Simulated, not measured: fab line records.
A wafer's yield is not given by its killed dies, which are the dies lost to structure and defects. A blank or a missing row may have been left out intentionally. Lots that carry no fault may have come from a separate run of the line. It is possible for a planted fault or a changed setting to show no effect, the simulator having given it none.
Which tool is to blame? -- flow sky130 -- Sampling: 12 lots, 36 wafers, 4 of 708 route steps

== WHAT THE GAUGES READ, wafer by wafer ==
SKY_VIA1_THK_MEAS_23: measures by xrf.
lot,measured,on,VIA1_W_THK (nm)
L532,day 34 08:56,film-metro-01,283 274 281
L533,day 34 14:38,film-metro-03,280 272 281
L535,day 35 10:13,film-metro-02,277 277 285
L536,day 35 23:59,film-metro-01,276 278 276
L537,day 36 07:07,film-metro-01,280 281 277
L538,day 36 11:37,film-metro-02,276 277 279
L540,day 37 01:01,film-metro-01,281 280 280
L541,day 37 06:22,film-metro-02,278 281 278
L543,day 38 00:17,film-metro-03,276 279 275
L547,day 38 20:56,film-metro-02,277 280 280
L548,day 39 06:13,film-metro-01,276 280 279
L552,day 40 16:38,film-metro-01,277 279 278

SKY_VIA2_BOW_MEAS_03.
lot,measured,on,VIA2_BOW (um)
L532,day 35 13:40,film-metro-04,78 85 83
L533,day 35 18:53,film-metro-01,88 85 85
L535,day 36 15:06,film-metro-03,79 75 96
L536,day 37 04:07,film-metro-01,95 69 86
L537,day 37 11:25,film-metro-03,97 84 82
L538,day 37 15:43,film-metro-04,83 91 79
L540,day 38 04:37,film-metro-03,90 86 88
L541,day 38 09:52,film-metro-04,86 94 83
L543,day 39 04:38,film-metro-04,93 94 103
L547,day 40 00:15,film-metro-04,91 100 99
L548,day 40 09:31,film-metro-03,78 82 74
L552,day 41 20:13,film-metro-01,84 76 87

== TOOL THAT RAN EACH LOT (tool first, then ch and the chambers of the sampled wafers, then the start) ==
lot,SKY_METAL2_ETCH_18,SKY_VIA2_CMP_02
L532,"rie-metal-03 ch 0,1, day 35 12:22","cmp-01 ch 0,2,3, day 35 13:20"
L533,"rie-metal-03 ch 0,1, day 35 17:35","cmp-01 ch 1,2, day 35 18:34"
L535,"rie-metal-03 ch 0,1, day 36 13:26","cmp-02 ch 1,2,3, day 36 14:50"
L536,"rie-metal-02 ch 1, day 37 02:52","cmp-01 ch 0,3, day 37 03:48"
L537,"rie-metal-01 ch 0,1, day 37 10:10","cmp-02 ch 0,3, day 37 11:07"
L538,"rie-metal-03 ch 0,1, day 37 14:25","cmp-02 ch 1,2, day 37 15:24"
L540,"rie-metal-03 ch 0,1, day 38 03:22","cmp-02 ch 0,1,2, day 38 04:19"
L541,"rie-metal-03 ch 0,1, day 38 08:37","cmp-01 ch 1,2,3, day 38 09:34"
L543,"rie-metal-02 ch 0,1, day 39 03:08","cmp-01 ch 0,1,3, day 39 04:24"
L547,"rie-metal-01 ch 0,1, day 39 23:01","cmp-01 ch 1,2, day 39 23:57"
L548,"rie-metal-03 ch 1, day 40 07:20","cmp-01 ch 2,3, day 40 09:13"
L552,"rie-metal-02 ch 0,1, day 41 18:58","cmp-02 ch 1,2,3, day 41 20:03"
- SKY_METAL2_ETCH_18: etches BARC in N2/H2, stops on SiO2, time 45.9 s, target depth 60 nm.
- SKY_VIA2_CMP_02: polishes SiO2.

== WHAT THE TOOLS THEMSELVES READ (means of the sampled wafers that have a number; where no wafer has one, the mark that the record gives instead) ==
SKY_METAL2_ETCH_18.
lot,tool,drypump-motor-current-A (A),oes-product-au (a.u.),throttle-valve-pct (%)
L532,rie-metal-03,5.3,0.849,13.233
L533,rie-metal-03,5.3,0.854,13.220
L535,rie-metal-03,5.3,0.855,13.228
L536,rie-metal-02,6.3,0.853,13.217
L537,rie-metal-01,5.4,0.859,13.219
L538,rie-metal-03,5.7,0.850,13.215
L540,rie-metal-03,5.7,0.855,13.225
L541,rie-metal-03,5.3,0.849,13.233
L543,rie-metal-02,6.0,0.853,13.226
L547,rie-metal-01,5.4,0.857,13.224
L548,rie-metal-03,5.0,0.851,13.226
L552,rie-metal-02,5.6,0.853,13.226

SKY_VIA2_CMP_02.
lot,tool,motor-current-A (A),platen-rpm (rpm)
L532,cmp-01,12.1,60.00
L533,cmp-01,12.1,60.00
L535,cmp-02,11.6,60.00
L536,cmp-01,12.6,59.98
L537,cmp-02,11.9,60.02
L538,cmp-02,11.0,59.99
L540,cmp-02,12.2,60.02
L541,cmp-01,12.5,59.98
L543,cmp-01,12.4,60.00
L547,cmp-01,11.9,54.03
L548,cmp-01,11.9,54.01
L552,cmp-02,11.1,60.00

== THE ANSWER, worked out from the rows above alone ==
Rule: usual is defined by the lots themselves. The widest of any qualifying gaps counts: lots, ordered by their means at a reading, are off when they make up no more than a third of the lots, leave a main group of 4 or more, and stand apart from it by 3 or more times the standard deviation of that group's means. Not used: any main group whose means are identical at the precision the tables above print for the reading. Also off: a lot with no number at a reading for which 4 or more lots have one. All remaining lots with rows at the step are treated as sound. Order of review: gauges by route order, followed by the tools' own readings, for which a lot's mean as printed above is used. The first step at which some lot is off is used, and at that step the reading that is off furthest; a lot without a number counts as furthest.
Off: L547, L548, at SKY_VIA2_CMP_02 (platen-rpm). For the main group the mean is 60.00 rpm and the standard deviation 0.013.
A tool fits if, at that step or a process step before it, it ran every lot that is off, and no sound lot after the first of them. One fits: cmp-01 at SKY_VIA2_CMP_02. Its last sound lot is L543 (day 39 04:24), its first lot that is off L547 (day 39 23:57): a fault that began between those two fits.
On the lots that are off, the tool's own readings at SKY_VIA2_CMP_02 differ by more than 5 times the standard deviation of the sound lots' means, which bears it out; platen-rpm reads 54.02 rpm there versus 60.00 rpm on the sound lots.

== WHAT THE SIMULATOR PUT IN ==
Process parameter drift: cmp-01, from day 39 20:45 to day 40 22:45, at SKY_VIA2_CMP_02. A move of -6 in setting platen-rpm, from 60. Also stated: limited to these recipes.
Lots struck among those shown: L547, L548. The rule given above showed the same thing.
